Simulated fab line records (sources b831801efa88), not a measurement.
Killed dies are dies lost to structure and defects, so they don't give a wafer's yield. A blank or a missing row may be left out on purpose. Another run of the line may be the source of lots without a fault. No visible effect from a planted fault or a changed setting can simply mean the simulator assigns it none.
Struck lot and sound lot, side by side    flow gf180mcu    18 steps out of a route of 602
Sound: these wafers, L776.1, L776.2, L776.6. Struck: wafers L783.1, L783.3. (L783.5 of the same lot was not struck and is left out.) The cause comes at the end.
Order at every step that has rows: each side's tool, ch and its chambers, its first start. Under that, the readings that differ: sound wafers    struck wafers    difference of the means    sigmas: that difference in standard deviations of wafers without a fault.
alike: a reading whose means differ by less than 2 such deviations, as well as words and numbers matching on both sides. not compared: withheld readings; readings where some wafer has no value; bounds like >300 that might hide an equal value; numbers whose values overlap and for which the record gives no deviation.
A row with sigmas, a row that says differs or no value, or rows on one side alone: a step with any of these is where the two part. Non-overlapping numbers with no deviation appear without sigmas and do not part them. Lack of a reading on every wafer of one side parts them only where that side has two or more wafers.

first, 3 steps without rows for these wafers: GF_V1_EXPOSE_11 (exposes mask Via1, target cd 260 nm); GF_V1_PEB_12 (peb time 90 s); GF_V1_DEVELOP_13 (develop time 60 s).
GF_V1_CD_MEAS_14: target cd 260 nm.
  struck on cd sem-01, day 24 07:26; sound on cd sem-02, day 22 08:10
  alike: cd nm
GF_V1_OVL_MEAS_15:
  struck on overlay-02, day 24 07:34; sound on overlay-02, day 22 08:17
  alike: V1_OVL
GF_V1_ETCH_16: etches BARC in N2/H2.
  sound on rie diel-01 ch 1,3, day 22 08:19; struck on rie diel-02 ch 0,3, day 24 07:36
  alike: drypump motor current A, oes product au, throttle valve pct
GF_V1_ETCH_17: etches SiO2 in C4F8/O2/Ar, stops on TiN, target depth 630 nm.
  sound on rie diel-01 ch 1,3; struck on rie diel-02 ch 0,3
  alike: oes product au
then, 3 steps without rows for these wafers: GF_V1_STRIP_18 (strips in O2/N2); GF_V1_STRIP_19 (strips in post etch residue remover, time 1200 s); GF_V1_CLEAN_20 (cleans in DIW).
GF_V1_SPUTTER_21: material Ti, target thk 15 nm, time 80.02 s.
  struck on pvd sputter-01, day 24 08:16; sound on pvd sputter-02, day 22 09:01
  alike: throttle valve pct
GF_V1_SPUTTER_22: material TiN, target thk 10 nm, time 40 s.
  struck on pvd sputter-01, day 24 08:19; sound on pvd sputter-02, day 22 09:05
  alike: throttle valve pct
GF_V1_CVD_23: deposits W, target thk 350 nm, time 105.05 s.
  sound on cvd w-01 ch 0,1, day 22 09:07; struck on cvd w-01 ch 0,1, day 24 08:22
reading                           sound            struck       difference  sigmas
model.W_of_V1_CVD_23.thk nm (nm)  344 349.2 346.4  479.8 476.4  +131.6      
  alike: heater power w
GF_V1_RS_MEAS_24: the measuring method here is four-point-probe.
  struck on film metro-03, day 24 08:29; sound on film metro-02, day 22 09:14
reading           sound              struck       difference  sigmas
V1_W_RS (ohm/sq)  0.333 0.327 0.331  0.238 0.240  -0.091      -25
GF_V1_THK_MEAS_25: measures by xrf.
  struck on film metro-03, day 24 08:36; sound on film metro-02, day 22 09:21
reading        sound        struck   difference  sigmas
V1_W_THK (nm)  334 340 338  468 463  +128        +27
GF_V1_CMP_26: polishes, stops on SiO2, t overpolish 15 s, target thk 0 nm.
  sound on cmp-01 ch 0,1,3, day 22 09:25; struck on cmp-01 ch 1,3, day 24 08:40
reading                 sound     struck   difference  sigmas
time to endpoint s (s)  85 85 85  114 116  +30         +10
  alike: motor current A
GF_M2_SPUTTER_00: material Ti, target thk 37.5 nm, time 150 s.
  struck on pvd sputter-04, day 24 08:58; sound on pvd sputter-03, day 22 09:43
  alike: throttle valve pct
GF_PASSIVATION_PROBE_99:
  the record has rows for the sound wafers here (prober-02, day 32 05:22) and none for the struck ones

== WHERE THEY PART ==
First at GF_V1_RS_MEAS_24; last, within this record, at GF_PASSIVATION_PROBE_99.

WHY: what had been put in by the simulator
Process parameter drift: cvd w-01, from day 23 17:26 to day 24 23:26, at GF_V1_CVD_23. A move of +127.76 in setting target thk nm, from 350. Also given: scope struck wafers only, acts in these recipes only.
